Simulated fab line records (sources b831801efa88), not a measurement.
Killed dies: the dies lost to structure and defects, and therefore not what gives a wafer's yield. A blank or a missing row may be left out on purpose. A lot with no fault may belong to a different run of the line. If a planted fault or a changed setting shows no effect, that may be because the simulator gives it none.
Matching of chambers / flow sky130 / SKY_CONTACT_HDPCVD_02 on hdpcvd-01: 3 sister chambers
The step deposits SiO2, target thk 565 nm, time 94.2 s. 3 wafers are shown with their chamber, then 7 later ones without.

== EACH WAFER AND ITS CHAMBER ==
wafer=L111.1; chamber=2; run_length_s (s)=121.4
wafer=L111.3; chamber=1; run_length_s (s)=121.7
wafer=L113.2; chamber=0; run_length_s (s)=121.4

== WAFERS WITHOUT THEIR CHAMBER ==
wafer=L113.3; run_length_s (s)=121.0
wafer=L122.4; run_length_s (s)=121.1
wafer=L122.5; run_length_s (s)=121.6
wafer=L122.6; run_length_s (s)=121.8
wafer=L123.1; run_length_s (s)=122.0
wafer=L123.3; run_length_s (s)=121.4
wafer=L123.4; run_length_s (s)=121.7

== EACH ONE'S CHAMBER ==
wafer=L113.3; from the rows above=can't be placed: 0 or 2 or 1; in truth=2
wafer=L122.4; from the rows above=can't be placed: 0 or 2 or 1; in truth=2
wafer=L122.5; from the rows above=can't be placed: 1 or 0 or 2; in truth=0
wafer=L122.6; from the rows above=can't be placed: 1 or 0 or 2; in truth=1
wafer=L123.1; from the rows above=can't be placed: 1 or 0 or 2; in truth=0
wafer=L123.3; from the rows above=can't be placed: 0 or 2 or 1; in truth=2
wafer=L123.4; from the rows above=can't be placed: 1 or 0 or 2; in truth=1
Placed correctly: 0 of 7. Not placeable from these rows: 7 (in 7, the candidates include the true chamber). Placed wrongly: 0.
How it was worked out, from the rows above alone: a wafer's distance from a chamber is the root of the sum, over the readings, of the square of ((its reading less the chamber's mean) divided by the reading's scatter). If the next closest chamber is less than 2 further off than the closest, the wafer can't be placed; otherwise it belongs to the closest. A chamber's mean is the mean of its shown wafers. The scatter: with one shown wafer a chamber, the root of the mean of the squares of how far each hidden wafer lies from its nearest shown one.
